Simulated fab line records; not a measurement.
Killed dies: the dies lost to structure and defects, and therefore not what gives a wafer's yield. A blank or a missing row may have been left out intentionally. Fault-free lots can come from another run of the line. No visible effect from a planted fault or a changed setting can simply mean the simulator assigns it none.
A lot that was struck, set against a sound lot -- flow gf180mcu -- 15 steps out of a route of 602
Sound: wafers L766.2, L766.4, L766.6. Wafers L768.1, L768.2, L768.4 were the ones struck. Last of all comes the cause.
Order at every step that has rows: each side's tool, ch and its chambers, its first start. Under that, the readings that differ: sound wafers -- struck wafers -- difference of the means -- sigmas: that difference in standard deviations of wafers without a fault.
alike: words and numbers the same on both sides, and readings whose means are apart by under 2 such deviations; not compared: readings that were withheld, readings missing a value for some wafer, numbers with overlapping values and no deviation given by the record, and bounds like >300 which may hide the same value.
The two part at a step that has a row with sigmas, a row that says differs or no value, or rows on one side only. Non-overlapping numbers with no deviation appear without sigmas and do not part them. Lack of a reading on every wafer of one side parts them only where that side has two or more wafers.

first, 4 steps without rows for these wafers: GF_V1_SOFTBAKE_10 (time 60 s); GF_V1_EXPOSE_11 (exposes mask Via1, target cd 260 nm); GF_V1_PEB_12 (peb time 90 s); GF_V1_DEVELOP_13 (develop time 60 s).
GF_V1_CD_MEAS_14 targets a cd of 260 nm.
  sound: cd-sem-01 at day 21 12:25; struck: cd-sem-01 at day 22 07:35
  alike: cd-nm
GF_V1_OVL_MEAS_15:
  sound: overlay-02 at day 21 12:31; struck: overlay-01 at day 22 07:43
  alike: V1_OVL
GF_V1_ETCH_16: etches BARC in N2/H2.
  sound on rie-diel-03 ch 1,2, day 21 12:33; struck on rie-diel-04 ch 1,2,3, day 22 07:45
  alike: drypump-motor-current-A, h2-flow-sccm, oes-product-au, throttle-valve-pct
GF_V1_ETCH_17: etches SiO2 in C4F8/O2/Ar, stops on TiN, target depth 630 nm.
  sound on rie-diel-03 ch 1,2; struck on rie-diel-04 ch 1,2,3
  alike: oes-product-au
GF_V1_STRIP_18: strips in O2/N2.
  sound on plasma-asher-02 ch 0,1, day 21 12:41; struck on plasma-asher-02 ch 0,1, day 22 07:53
  alike: drypump-motor-current-A, heater-power-w, oes-product-au
  not compared: rf-hours-counter-h
then, 2 steps without rows for these wafers: GF_V1_STRIP_19 (strips in post etch residue remover, time 1200 s); GF_V1_CLEAN_20 (cleans in DIW).
GF_V1_SPUTTER_21: material Ti, target thk 15 nm, time 80.02 s.
  sound: pvd-sputter-01 at day 21 13:13; struck: pvd-sputter-01 at day 22 08:25
  alike: chamber-pressure-pa, throttle-valve-pct
GF_V1_SPUTTER_22: material TiN, target thk 10 nm, time 40 s.
  sound: pvd-sputter-01 at day 21 13:16; struck: pvd-sputter-01 at day 22 08:28
reading,sound,struck,difference,sigmas
chamber-pressure-pa (Pa),4.995 5.002 5.007,3.572 3.590 3.591,-1.417,-99 or more
throttle-valve-pct (%),28.1 28.8 28.8,34.7 32.7 38.1,+6.6,+6
model.TiN_of_V1_SPUTTER_22.thk-nm (nm),9.969 9.814 9.776,13.55 13.38 13.48,+3.62,
GF_V1_CVD_23: deposits W, target thk 350 nm, time 105.05 s.
  sound on cvd-w-01 ch 0, day 21 13:19; struck on cvd-w-02 ch 0,1, day 22 08:31
  alike: heater-power-w
then, 1 step without rows for these wafers: GF_PASSIVATION_PROBE_99.

## WHERE THEY PART
GF_V1_SPUTTER_22 only, going by this record. Later steps at which nothing parts them and some readings are alike: GF_V1_CVD_23.

WHY: the cause the simulator had injected
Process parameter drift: pvd-sputter-01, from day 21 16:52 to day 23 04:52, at GF_V1_SPUTTER_22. A move of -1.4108 in setting chamber-pressure-pa, from 5. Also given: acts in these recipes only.
